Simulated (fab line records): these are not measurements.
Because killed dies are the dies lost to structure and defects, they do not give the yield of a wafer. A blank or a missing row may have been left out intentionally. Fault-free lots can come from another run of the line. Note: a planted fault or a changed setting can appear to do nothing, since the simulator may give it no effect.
What tool caused it? | flow gf180mcu | 10 lots, 30 wafers sampled, at 4 steps of a route of 602

WHAT THE GAUGES READ, wafer by wafer
GF_V4_RS_MEAS_24: measurement is done with a four-point probe.
lot  | measured     | on            | V4_W_RS (ohm/sq)
L673 | day 25 01:51 | film metro-04 | 0.333 0.333 0.331
L675 | day 25 14:55 | film metro-03 | 0.324 0.330 0.329
L676 | day 26 08:46 | film metro-03 | 0.323 0.329 0.322
L678 | day 27 00:59 | film metro-03 | 0.330 0.331 0.325
L684 | day 28 19:59 | film metro-01 | 0.329 0.329 0.331
L686 | day 29 08:01 | film metro-03 | 0.290 0.295 0.294
L687 | day 29 14:33 | film metro-04 | 0.288 0.286 0.285
L690 | day 30 12:58 | film metro-04 | 0.338 0.337 0.332
L691 | day 30 15:38 | film metro-04 | 0.333 0.332 0.332
L693 | day 31 07:10 | film metro-04 | 0.333 0.331 0.332

EACH LOT AND THE TOOL THAT RAN IT (in order: tool; ch and the chambers of the sampled wafers; start)
lot  | GF_M4_METAL_ETCH_16               | GF_V4_CVD_02                    | GF_V4_CVD_23
L673 | rie metal-03 ch 0,1, day 24 01:13 | pecvd-01 ch 0,2, day 24 02:00   | cvd w-01 ch 0,1, day 25 01:44
L675 | rie metal-04 ch 1, day 24 16:28   | pecvd-02 ch 0,1,2, day 24 17:17 | cvd w-02 ch 0,1, day 25 14:47
L676 | rie metal-01 ch 0,1, day 25 09:37 | pecvd-01 ch 1,2, day 25 10:32   | cvd w-01 ch 0,1, day 26 08:39
L678 | rie metal-01 ch 0,1, day 26 02:16 | pecvd-03 ch 0,1,2, day 26 03:03 | cvd w-01 ch 0,1, day 27 00:52
L684 | rie metal-04 ch 0,1, day 27 22:38 | pecvd-02 ch 0,1,2, day 27 23:27 | cvd w-01 ch 0,1, day 28 19:52
L686 | rie metal-01 ch 0,1, day 28 10:43 | pecvd-01 ch 0,1,2, day 28 11:29 | cvd w-01 ch 0,1, day 29 07:53
L687 | rie metal-03 ch 0,1, day 28 17:11 | pecvd-01 ch 0,1, day 28 17:58   | cvd w-01 ch 0,1, day 29 14:23
L690 | rie metal-01 ch 0,1, day 29 16:01 | pecvd-02 ch 1,2, day 29 17:05   | cvd w-02 ch 0,1, day 30 12:51
L691 | rie metal-04 ch 0,1, day 29 18:50 | pecvd-03 ch 0,2, day 29 19:37   | cvd w-02 ch 0,1, day 30 15:29
L693 | rie metal-04 ch 0,1, day 30 10:28 | pecvd-01 ch 0,1, day 30 11:15   | cvd w-02 ch 0,1, day 31 07:02
- GF_M4_METAL_ETCH_16: etches the open film in Cl2/BCl3, stops on SiO2, target depth 627.5 nm, time 104.6 s.
- GF_V4_CVD_02: deposits SiO2 from TEOS, target thk 850 nm, time 94.851 s.
- GF_V4_CVD_23: deposits W, target thk 350 nm, time 104.9 s.

THE ANSWER, worked out from the rows above alone
Rule: usual is defined by the lots themselves. Put in order of their means at a reading, lots are off if they are a third of the lots or fewer, leave a main group of 4 or more, and stand apart from it by a gap of 3 or more times the standard deviation of the main group's means; of several such gaps the widest counts. A main group is skipped when, at the precision printed for the reading in the tables above, its means are all equal. A lot without any number at a reading at which 4 lots or more have one is off too. Where the step has rows for the other lots, those lots are counted as sound.
Off: L686, L687, at GF_V4_RS_MEAS_24 (V4_W_RS). The main group has a mean of 0.330 ohm/sq with a standard deviation of 0.0032.
If a tool, at a process step before that reading, ran all the lots that are off and no sound lot after the first of them, it fits. The gauges at GF_V4_RS_MEAS_24 are tried like those tools. One fits: cvd w-01 at GF_V4_CVD_23. A fault onset in the window from L684 (day 28 19:52, its last sound lot) to L686 (day 29 07:53, its first lot off) fits.

WHAT THE SIMULATOR PUT IN
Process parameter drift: cvd w-01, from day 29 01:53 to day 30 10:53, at GF_V4_CVD_23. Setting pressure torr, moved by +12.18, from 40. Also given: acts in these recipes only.
Lots struck among those shown: L686, L687. The rule above found the same.
